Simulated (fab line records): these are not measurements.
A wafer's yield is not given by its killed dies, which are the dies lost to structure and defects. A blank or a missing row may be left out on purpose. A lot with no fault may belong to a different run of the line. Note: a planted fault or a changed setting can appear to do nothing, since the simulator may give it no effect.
Which tool is to blame?	flow sky130	33 wafers from 11 lots sampled at 2 of the route's 708 steps

== WHAT EACH GAUGE READ, for each wafer ==
SKY_METAL2_RS_MEAS_05: uses a four-point probe to measure.
lot	measured	on	METAL2_ALCU_RS (ohm/sq)
L326	day 34 13:52	filmMetro-02	0.1274 0.1296 0.1292
L328	day 34 19:50	filmMetro-03	0.1284 0.1273 0.1260
L329	day 35 14:37	filmMetro-04	0.1292 0.1289 0.1287
L330	day 35 15:13	filmMetro-04	0.1273 0.1256 0.1276
L335	day 37 02:44	filmMetro-03	0.1271 0.1270 0.1266
L337	day 37 23:47	filmMetro-04	0.1268 0.1284 0.1266
L338	day 38 03:39	filmMetro-03	0.1286 0.1271 0.1263
L339	day 38 12:29	filmMetro-04	0.1266 0.1267 0.1263
L341	day 39 14:56	filmMetro-02	0.1261 0.1260 0.1279
L343	day 39 20:16	filmMetro-02	0.1267 0.1250 0.1256
L342	day 40 11:50	filmMetro-03	0.1281 0.1276 0.1275

== WHICH TOOL RAN EACH LOT (tool, then ch and the chambers of the sampled wafers, then the start) ==
lot	SKY_METAL2_SPUTTER_00
L326	pvdSputter-04, day 34 13:40
L328	pvdSputter-03, day 34 19:40
L329	pvdSputter-03, day 35 14:26
L330	pvdSputter-01, day 35 15:02
L335	pvdSputter-01, day 37 02:35
L337	pvdSputter-03, day 37 23:38
L338	pvdSputter-04, day 38 03:31
L339	pvdSputter-01, day 38 12:20
L341	pvdSputter-03, day 39 14:46
L343	pvdSputter-01, day 39 20:07
L342	pvdSputter-04, day 40 11:41
- SKY_METAL2_SPUTTER_00: material Ti, target thk 15 nm, time 10 s.

== THE ANSWER, worked out from the rows above alone ==
Rule: the lots themselves supply what counts as usual. The widest of any qualifying gaps counts: lots, ordered by their means at a reading, are off when they make up no more than a third of the lots, leave a main group of 4 or more, and stand apart from it by 3 or more times the standard deviation of that group's means. If all means in a main group match to the digits the tables above print for the reading, that group is not used. Also off: a lot with no number at a reading for which 4 or more lots have one. Where the step has rows for the other lots, those lots are counted as sound.
No lot is off at any reading shown: from this, nothing can be told.

== WHAT THE SIMULATOR PUT IN ==
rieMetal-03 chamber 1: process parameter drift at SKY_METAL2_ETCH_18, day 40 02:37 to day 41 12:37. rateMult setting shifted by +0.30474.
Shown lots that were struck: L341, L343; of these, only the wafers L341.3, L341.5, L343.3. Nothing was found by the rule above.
